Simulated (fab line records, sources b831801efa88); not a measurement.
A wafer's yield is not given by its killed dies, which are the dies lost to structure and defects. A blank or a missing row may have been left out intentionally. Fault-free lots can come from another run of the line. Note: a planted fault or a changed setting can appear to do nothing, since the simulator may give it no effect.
fab line records	flow gf180mcu
record lots=14	wafers=42	last_day=34
route steps=602 shown DNWELL@40 NWELL@49 MVSD@70 VT_IMPLANT@97
lots with no fault: from the same line, run without faults
start_h: the number of hours between the record's first day and the start of the first shown wafer of the lot	wait_h: hours from the lot's prior step to this one	" same as the row above	L1.1+2: several wafers, shown together as one row	- no value, or no start was given	* or withheld: withheld	< > ~ a bound
route shown NAME@n: a module of which the file shows steps, and the number in the route of the first	usual: mean/standard deviation taken from wafers without a fault	same: alike in all rows	chamber/n: place in a boat	sites: per-site readings	_std_site: the standard deviation of these	_edge_site: outer sites' mean less inner sites'	radius_mm: for every site, how far away it sits from the centre of the wafer	mask NAME#n: copy n	behind: the most recent tool/chamber to have shaped the wafer	hold: the reason the lot was held/the length of the hold in hours/how it ended	device: which transistor (n, p or np) failed to switch	end of line: the route-end tests of the same wafers	a step given without rows: its recipe and nothing more	killed: not the wafer's yield, but the dies lost to structure and defects at the first sort	map: shows each die of a wafer: x if killed, . if not, _ if none is there
set.NAME: the setting the step ran with; set.NAME@STEP: the setting that earlier step ran with	model.NAME: the simulator's own value behind a step, which no gauge read
the route's steps for a sample of lots (tables are steps, rows are wafers)
services: a tool's chamber out of use, with start hour (start_h, from the record's first day; less than 0 if before it), hours out, and reason
## steps
# step GF_DNWELL_STRIP_08
# recipe chemistry=O2/N2	power_w=1400	pressure_mtorr=1500	platen_temp_c=250	o2_flow_sccm=3000	n2_flow_sccm=300	overash_fraction=0.5
# usual drypump_motor_current_A=5.8/0.3	heater_power_w=336/36	oes_product_au=0.722/0.0045	strip_time_to_endpoint_s=36.96/0.09
lot.wafer	tool	chamber	start_h	wait_h	drypump_motor_current_A	heater_power_w	oes_product_au	rf_hours_counter_h	strip_time_to_endpoint_s
L891.2	plasma_asher-01	1	42.91	0.1	6.0	287	0.721	42	36.97
L891.5	"	1	"	"	6.0	286	0.724	-	37.06
L891.6	"	0	"	"	5.4	392	0.729	-	37.09
L892.1	plasma_asher-02	1	51.06	0.1	6.1	322	0.722	30	36.92
L892.2	"	0	"	"	5.6	338	0.724	30	36.98
L892.6	"	1	"	"	6.0	320	0.728	-	37.02
L894.1	plasma_asher-01	0	58.91	0.1	5.4	382	0.722	44	36.85
L894.5	"	1	"	"	6.0	289	0.722	-	36.96
L894.6	"	0	"	"	5.4	378	0.723	-	36.91
L898.1	plasma_asher-01	1	81.46	0.1	6.0	291	0.720	46	36.90
L898.3	"	0	"	"	5.4	383	0.722	-	36.88
L898.6	"	1	"	"	6.0	294	0.715	-	36.86
L901.1	plasma_asher-01	0	96.06	0.1	5.4	381	0.720	47	37.02
L901.2	"	1	"	"	6.0	290	0.730	47	36.91
L901.4	"	1	"	"	6.0	291	0.731	-	36.96
L902.1	plasma_asher-01	1	99.71	0.1	6.0	287	0.729	48	36.88
L902.2	"	0	"	"	5.4	387	0.724	48	36.91
L902.4	"	0	"	"	5.4	384	0.717	-	36.85
L904.1	plasma_asher-02	1	113.42	0.1	6.0	325	0.726	37	36.96
L904.5	"	1	"	"	6.0	322	0.719	-	37.00
L904.6	"	0	"	"	5.6	339	0.720	-	36.95
L905.1	plasma_asher-04	0	116.91	0.1	5.5	302	0.730	46	36.85
L905.3	"	1	"	"	6.3	392	0.722	-	36.95
L905.5	"	1	"	"	6.3	389	0.727	-	36.97
L906.3	plasma_asher-04	0	122.99	0.1	5.5	311	0.722	-	36.96
L906.4	"	1	"	"	6.2	383	0.736	-	36.96
L906.5	"	1	"	"	6.3	394	0.725	-	36.97
L907.3	plasma_asher-02	0	127.95	0.1	5.6	343	0.725	-	36.75
L907.4	"	1	"	"	6.0	312	0.724	-	36.79
L907.5	"	0	"	"	5.6	331	0.720	-	36.92
L909.1	plasma_asher-02	1	137.71	0.1	6.0	319	0.720	40	36.92
L909.5	"	1	"	"	6.1	324	0.722	-	36.91
L909.6	"	0	"	"	5.6	337	0.727	-	36.89
L910.2	plasma_asher-04	1	144.51	0.1	6.3	379	0.728	49	36.85
L910.4	"	1	"	"	6.3	399	0.725	-	36.98
L910.6	"	0	"	"	5.5	313	0.720	-	36.94
L912.1	plasma_asher-02	1	152.96	0.1	6.0	324	0.718	41	37.09
L912.3	"	0	"	"	5.6	341	0.722	-	37.14
L912.4	"	1	"	"	6.0	321	0.723	-	37.05
L914.2	plasma_asher-02	0	170.01	0.1	5.6	337	0.715	43	36.95
L914.4	"	1	"	"	6.1	324	0.716	-	37.07
L914.5	"	0	"	"	5.6	338	0.723	-	37.06
# step GF_NWELL_OVL_MEAS_07
# usual NWELL_OVL=1.0/1.6
lot.wafer	tool	chamber	start_h	wait_h	NWELL_OVL[nm]
L891.2	overlay-01	-	55.22	-	4.2
L891.5	"	-	"	"	1.3
L891.6	"	-	"	"	0.4
L892.1	overlay-01	-	64.21	-	2.6
L892.2	"	-	"	"	1.7
L892.6	"	-	"	"	3.4
L894.1	overlay-01	-	72.26	-	1.5
L894.5	"	-	"	"	3.4
L894.6	"	-	"	"	0.0
L898.1	overlay-02	-	95.41	-	-0.6
L898.3	"	-	"	"	0.7
L898.6	"	-	"	"	-1.2
L901.1	overlay-02	-	109.81	-	1.8
L901.2	"	-	"	"	-0.1
L901.4	"	-	"	"	-0.8
L902.1	overlay-02	-	113.86	-	-1.0
L902.2	"	-	"	"	-1.1
L902.4	"	-	"	"	-1.3
L904.1	overlay-02	-	128.41	-	1.6
L904.5	"	-	"	"	2.7
L904.6	"	-	"	"	2.9
L905.1	overlay-02	-	131.61	-	-0.8
L905.3	"	-	"	"	-1.6
L905.5	"	-	"	"	-0.4
L906.3	overlay-01	-	137.93	-	1.8
L906.4	"	-	"	"	3.0
L906.5	"	-	"	"	2.3
L907.3	overlay-02	-	143.62	-	0.8
L907.4	"	-	"	"	0.8
L907.5	"	-	"	"	2.2
L909.1	overlay-02	-	152.76	-	0.8
L909.5	"	-	"	"	0.8
L909.6	"	-	"	"	0.1
L910.2	overlay-02	-	159.27	-	2.7
L910.4	"	-	"	"	0.3
L910.6	"	-	"	"	0.5
L912.1	overlay-01	-	168.06	-	0.4
L912.3	"	-	"	"	2.2
L912.4	"	-	"	"	0.1
L914.2	overlay-02	-	186.06	-	-0.1
L914.4	"	-	"	"	-1.1
L914.5	"	-	"	"	-0.6
# step GF_MVSD_EXPOSE_04
# recipe mask_id=MVSD	target_cd_nm=1000	na=0.6	source_shape=conventional	sigma_outer=0.6	dose_mj=260
lot.wafer	tool	chamber	start_h	wait_h	mask
L891.2+5+6	iline_stepper-02	0	75.03	-	MVSD#0
L892.1+2+6	iline_stepper-02	0	84.06	-	MVSD#0
L894.1+5+6	iline_stepper-02	0	92.33	-	MVSD#0
L898.1+3+6	iline_stepper-02	0	117.63	-	MVSD#0
L901.1+2+4	iline_stepper-01	0	132.91	-	MVSD#0
L902.1+2+4	iline_stepper-01	0	137.66	-	MVSD#0
L904.1+5+6	iline_stepper-02	0	151.81	-	MVSD#0
L905.1+3+5	iline_stepper-02	0	154.51	-	MVSD#0
L906.3+4+5	iline_stepper-02	0	161.40	-	MVSD#0
L907.3+4+5	iline_stepper-02	0	166.80	-	MVSD#0
L909.1+5+6	iline_stepper-02	0	176.68	-	MVSD#0
L910.2+4+6	iline_stepper-02	0	183.13	-	MVSD#0
L912.1+3+4	iline_stepper-02	0	192.63	-	MVSD#0
L914.2+4+5	iline_stepper-02	0	211.85	-	MVSD#0
# step GF_MVSD_OVL_MEAS_07
# usual MVSD_OVL=-0.3/1.5
lot.wafer	tool	chamber	start_h	wait_h	MVSD_OVL[nm]
L891.2	overlay-02	-	81.42	-	-1.1
L891.5	"	-	"	"	-3.2
L891.6	"	-	"	"	-0.9
L892.1	overlay-02	-	91.01	-	0.9
L892.2	"	-	"	"	0.7
L892.6	"	-	"	"	-0.2
L894.1	overlay-02	-	98.61	-	0.4
L894.5	"	-	"	"	2.2
L894.6	"	-	"	"	1.0
L898.1	overlay-02	-	125.01	-	0.3
L898.3	"	-	"	"	-0.7
L898.6	"	-	"	"	-0.8
L901.1	overlay-02	-	140.16	-	186.0
L901.2	"	-	"	"	184.6
L901.4	"	-	"	"	185.2
L902.1	overlay-02	-	144.86	-	183.6
L902.2	"	-	"	"	185.0
L902.4	"	-	"	"	183.4
L904.1	overlay-02	-	159.11	-	-0.8
L904.5	"	-	"	"	-3.9
L904.6	"	-	"	"	-4.2
L905.1	overlay-02	-	161.71	-	-0.9
L905.3	"	-	"	"	0.7
L905.5	"	-	"	"	-0.4
L906.3	overlay-01	-	168.77	-	2.7
L906.4	"	-	"	"	2.0
L906.5	"	-	"	"	0.1
L907.3	overlay-02	-	174.77	-	2.7
L907.4	"	-	"	"	1.0
L907.5	"	-	"	"	1.6
L909.1	overlay-01	-	184.16	-	-0.1
L909.5	"	-	"	"	-0.4
L909.6	"	-	"	"	1.9
L910.2	overlay-01	-	191.11	-	-0.6
L910.4	"	-	"	"	0.2
L910.6	"	-	"	"	1.2
L912.1	overlay-02	-	200.76	-	-1.8
L912.3	"	-	"	"	-0.3
L912.4	"	-	"	"	0.1
L914.2	overlay-01	-	220.21	-	0.4
L914.4	"	-	"	"	0.9
L914.5	"	-	"	"	0.6
# step GF_VT_IMPLANT_OVL_MEAS_07
# usual VT_IMPLANT_OVL=-0.1/1.3
lot.wafer	tool	chamber	start_h	wait_h	VT_IMPLANT_OVL[nm]
L891.2	overlay-02	-	109.42	0.1	0.2
L891.5	"	-	"	"	-1.0
L891.6	"	-	"	"	1.5
L892.1	overlay-01	-	119.91	0.1	-1.3
L892.2	"	-	"	"	-0.3
L892.6	"	-	"	"	-0.6
L894.1	overlay-02	-	127.76	0.1	-0.1
L894.5	"	-	"	"	0.2
L894.6	"	-	"	"	-2.5
L898.1	overlay-02	-	155.51	0.1	-0.5
L898.3	"	-	"	"	-2.7
L898.6	"	-	"	"	-1.4
L901.1	overlay-01	-	170.61	0.1	0.6
L901.2	"	-	"	"	0.8
L901.4	"	-	"	"	-0.3
L902.1	overlay-02	-	176.41	0.1	0.1
L902.2	"	-	"	"	-0.4
L902.4	"	-	"	"	0.6
L904.1	overlay-01	-	190.36	0.1	1.2
L904.5	"	-	"	"	1.0
L904.6	"	-	"	"	1.9
L905.1	overlay-02	-	194.46	0.1	-0.4
L905.3	"	-	"	"	-1.7
L905.5	"	-	"	"	-0.3
L906.3	overlay-02	-	201.82	0.1	-1.4
L906.4	"	-	"	"	-1.8
L906.5	"	-	"	"	-1.8
L907.3	overlay-02	-	208.27	0.1	3.9
L907.4	"	-	"	"	-0.6
L907.5	"	-	"	"	-0.1
L909.1	overlay-01	-	219.16	0.1	0.8
L909.5	"	-	"	"	0.4
L909.6	"	-	"	"	-0.8
L910.2	overlay-02	-	225.82	0.1	1.0
L910.4	"	-	"	"	-2.4
L910.6	"	-	"	"	-0.4
L912.1	overlay-02	-	236.81	0.1	0.5
L912.3	"	-	"	"	-2.2
L912.4	"	-	"	"	-2.4
L914.2	overlay-02	-	257.01	0.1	3.3
L914.4	"	-	"	"	0.2
L914.5	"	-	"	"	3.0
## services
tool	chamber	start_h	hours	kind
plasma_asher-04	-	30.92	23.9	repair
iline_stepper-01	-	31.38	1.7	pm
plasma_asher-01	-	48.39	1.4	repair
plasma_asher-01	-	89.98	2.2	repair
iline_stepper-01	-	91.73	2.0	repair
plasma_asher-01	-	108.75	9.0	pm
plasma_asher-01	0	108.75	9.0	vent_cycle
plasma_asher-01	1	108.75	9.0	vent_cycle
plasma_asher-01	0	117.75	-	clean
plasma_asher-01	1	117.75	-	clean
plasma_asher-02	-	120.90	1.6	repair
iline_stepper-02	-	128.36	4.1	repair
plasma_asher-02	-	143.25	2.5	repair
iline_stepper-01	-	152.18	2.5	repair
plasma_asher-01	-	169.83	2.8	pm
iline_stepper-02	0	178.36	-	calibration
iline_stepper-02	-	184.64	1.7	pm
## key
first_sign step=GF_MVSD_OVL_MEAS_07	reading=MVSD_OVL	direction=up	sigmas=99+	usual=-0.3	struck=184.7
effect none on later readings
met_at GF_MVSD_EXPOSE_04
struck_lots L901,L902
tester_left_out L901,L902
not_acting_at GF_DNWELL_STRIP_08,GF_NWELL_OVL_MEAS_07,GF_VT_IMPLANT_OVL_MEAS_07
fault kind=scanner_matching_overlay	tool=iline_stepper-01	chamber=-	onset_h=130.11	steps=GF_MVSD_EXPOSE_04	offset=185.94
# tester_left_out: of these lots the tester's yield and bins aren't shown, on N5 and GAA mostly nor the transistor test; their killed dies are dies lost to structure and defects alone, not to doping, threshold or leakage, so they don't give the yield
